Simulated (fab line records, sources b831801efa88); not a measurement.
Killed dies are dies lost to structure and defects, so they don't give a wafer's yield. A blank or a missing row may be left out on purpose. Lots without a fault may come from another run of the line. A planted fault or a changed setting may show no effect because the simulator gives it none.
Which tool did it? | flow sky130 | 14 lots, 42 wafers sampled, at 5 steps of a route of 708

WHAT THE GAUGES READ, wafer by wafer
SKY_VT_ADJUST_HVTR_TW_MEAS_11. Usual: VT_ADJUST_HVTR_TW 210.0, standard deviation 2.
lot  | measured     | on            | VT_ADJUST_HVTR_TW | flag
L500 | day 9 08:22  | film_metro-02 | 213.0 213.4 213.7 |
L501 | day 9 19:50  | film_metro-01 | 210.9 209.0 211.1 |
L502 | day 10 05:20 | film_metro-04 | 207.8 209.0 208.2 |
L503 | day 10 07:11 | film_metro-04 | 207.2 206.7 208.3 |
L504 | day 10 13:47 | film_metro-02 | 211.0 212.4 212.8 |
L507 | day 11 10:44 | film_metro-01 | 210.2 209.5 210.2 |
L508 | day 11 17:51 | film_metro-04 | 208.4 209.2 207.8 |
L510 | day 12 10:25 | film_metro-01 | 208.5 209.3 209.0 |
L512 | day 12 20:53 | film_metro-04 | 207.5 206.6 206.4 |
L513 | day 13 05:37 | film_metro-04 | 209.0 207.9 208.2 |
L519 | day 15 17:33 | film_metro-04 | 205.9 207.5 206.6 |
L520 | day 15 22:35 | film_metro-02 | 211.2 211.5 212.0 |
L522 | day 16 05:11 | film_metro-04 | 206.4 207.4 207.5 |
L523 | day 16 18:00 | film_metro-04 | 206.8 206.6 207.6 |

SKY_VT_ADJUST_PCH_TW_MEAS_10. Usual: VT_ADJUST_PCH_TW 141.9, standard deviation 1.2.
lot  | measured     | on            | VT_ADJUST_PCH_TW  | flag
L500 | day 10 06:20 | film_metro-02 | 143.5 143.5 143.6 |
L501 | day 10 18:35 | film_metro-03 | 141.8 141.8 140.9 |
L502 | day 11 04:22 | film_metro-03 | 141.9 142.5 141.8 |
L503 | day 11 06:29 | film_metro-02 | 143.8 143.5 142.5 |
L504 | day 11 12:56 | film_metro-04 | 140.2 140.9 140.1 |
L507 | day 12 10:40 | film_metro-02 | 143.0 143.3 143.3 |
L508 | day 12 18:52 | film_metro-04 | 140.2 140.3 140.0 |
L510 | day 13 11:29 | film_metro-02 | 141.4 142.5 143.5 |
L512 | day 13 22:18 | film_metro-02 | 143.2 143.4 142.8 |
L513 | day 14 06:46 | film_metro-04 | 139.6 140.1 139.8 |
L519 | day 16 22:19 | film_metro-04 | 140.1 141.1 140.5 |
L520 | day 17 02:37 | film_metro-04 | 140.5 140.7 140.3 |
L522 | day 17 09:32 | film_metro-03 | 142.2 141.7 141.5 |
L523 | day 17 21:23 | film_metro-03 | 141.7 142.0 142.2 |

SKY_SONOS_TUNNEL_CD_MEAS_07: target cd 410 nm. Usual: cd_nm 409.8 nm, standard deviation 2.6.
lot  | measured     | on        | cd_nm (nm)        | flag
L500 | day 11 05:12 | cd_sem-01 | 405.2 404.3 406.9 |
L501 | day 11 17:27 | cd_sem-02 | 412.2 412.3 411.3 |
L502 | day 12 03:42 | cd_sem-01 | 407.6 408.6 407.3 |
L503 | day 12 06:20 | cd_sem-01 | 407.0 408.8 410.1 |
L504 | day 12 12:52 | cd_sem-02 | 406.0 408.4 408.9 |
L507 | day 13 11:31 | cd_sem-01 | 409.0 408.3 407.8 |
L508 | day 13 19:39 | cd_sem-01 | 409.1 412.4 413.2 |
L510 | day 14 13:04 | cd_sem-01 | 411.5 407.4 409.5 |
L512 | day 15 00:55 | cd_sem-01 | 388.3 408.7 409.0 | OFF
L513 | day 15 09:19 | cd_sem-02 | 394.0 393.9 414.0 | OFF
L519 | day 18 02:50 | cd_sem-02 | 411.4 413.0 410.7 |
L520 | day 18 05:58 | cd_sem-01 | 406.4 407.4 406.4 |
L522 | day 18 15:22 | cd_sem-01 | 415.9 414.0 414.1 |
L523 | day 19 03:28 | cd_sem-02 | 414.8 415.4 412.3 |

SKY_SONOS_TUNNEL_TW_MEAS_12. Usual: SONOS_TUNNEL_TW 197.1, standard deviation 0.98.
lot  | measured     | on            | SONOS_TUNNEL_TW   | flag
L500 | day 11 05:46 | film_metro-03 | 196.0 195.9 196.7 |
L501 | day 11 18:01 | film_metro-03 | 197.3 196.6 196.1 |
L502 | day 12 04:17 | film_metro-03 | 196.7 197.3 197.6 |
L503 | day 12 06:54 | film_metro-03 | 196.3 197.0 196.5 |
L504 | day 12 13:26 | film_metro-02 | 197.6 197.8 197.2 |
L507 | day 13 12:06 | film_metro-03 | 197.4 197.6 197.9 |
L508 | day 13 20:13 | film_metro-02 | 197.8 196.9 197.4 |
L510 | day 14 13:38 | film_metro-03 | 197.6 197.2 197.3 |
L512 | day 15 01:30 | film_metro-02 | 197.8 198.9 198.3 |
L513 | day 15 09:53 | film_metro-01 | 196.3 196.2 196.0 |
L519 | day 18 03:23 | film_metro-01 | 196.9 195.9 196.4 |
L520 | day 18 06:38 | film_metro-02 | 196.7 196.3 196.3 |
L522 | day 18 15:55 | film_metro-01 | 195.5 196.3 194.9 |
L523 | day 19 04:01 | film_metro-03 | 195.5 196.2 195.9 |

WHICH TOOL RAN EACH LOT (tool, then ch and the chambers of the sampled wafers, then the start)
lot  | SKY_SONOS_TUNNEL_DEVELOP_06
L500 | litho_track-01 ch 0, day 11 05:03
L501 | litho_track-04 ch 0, day 11 17:18
L502 | litho_track-01 ch 0, day 12 03:33
L503 | litho_track-04 ch 0, day 12 06:11
L504 | litho_track-03 ch 0, day 12 12:43
L507 | litho_track-01 ch 0, day 13 11:22
L508 | litho_track-04 ch 0, day 13 19:30
L510 | litho_track-03 ch 0, day 14 12:55
L512 | litho_track-03 ch 0, day 15 00:46
L513 | litho_track-03 ch 0, day 15 09:10
L519 | litho_track-01 ch 0, day 18 02:42
L520 | litho_track-03 ch 0, day 18 05:49
L522 | litho_track-01 ch 0, day 18 15:13
L523 | litho_track-01 ch 0, day 19 03:19
- SKY_SONOS_TUNNEL_DEVELOP_06: develop time 60 s.

WHAT THE TOOLS THEMSELVES READ (means of the sampled wafers that have a number; where no wafer has one, the mark that the record gives instead)
SKY_SONOS_TUNNEL_DEVELOP_06. Usual: exhaust_pa 45.2 Pa, standard deviation 0.89.
lot  | tool           | exhaust_pa (Pa) | flag
L500 | litho_track-01 | 45.6            |
L501 | litho_track-04 | 45.9            |
L502 | litho_track-01 | 45.6            |
L503 | litho_track-04 | 46.2            |
L504 | litho_track-03 | 45.0            |
L507 | litho_track-01 | 45.5            |
L508 | litho_track-04 | 45.5            |
L510 | litho_track-03 | 45.6            |
L512 | litho_track-03 | 46.0            |
L513 | litho_track-03 | 45.8            |
L519 | litho_track-01 | 46.3            |
L520 | litho_track-03 | 44.9            |
L522 | litho_track-01 | 45.9            |
L523 | litho_track-01 | 46.0            |

THE ANSWER, worked out from the rows above alone
Rule: a lot is off if the mean of its wafers that have a number lies more than 3 standard deviations from the usual mean. A lot without any number at a reading at which 4 lots or more have one is off too. The other lots that the step has rows for count as sound. The gauges are gone through in route order, then the tools' own readings, and for those a lot's mean is taken as printed above. The first step at which some lot is off is used, and at that step the reading that is off furthest; a lot without a number counts as furthest.
Off: L512, L513, at SKY_SONOS_TUNNEL_CD_MEAS_07 (cd_nm).
A tool fits if, at a process step before that reading, it ran every lot that is off, and no sound lot after the first of them. The gauges at SKY_SONOS_TUNNEL_CD_MEAS_07 are tried like those tools. None of those tried fits.

WHAT THE SIMULATOR HAD PUT IN
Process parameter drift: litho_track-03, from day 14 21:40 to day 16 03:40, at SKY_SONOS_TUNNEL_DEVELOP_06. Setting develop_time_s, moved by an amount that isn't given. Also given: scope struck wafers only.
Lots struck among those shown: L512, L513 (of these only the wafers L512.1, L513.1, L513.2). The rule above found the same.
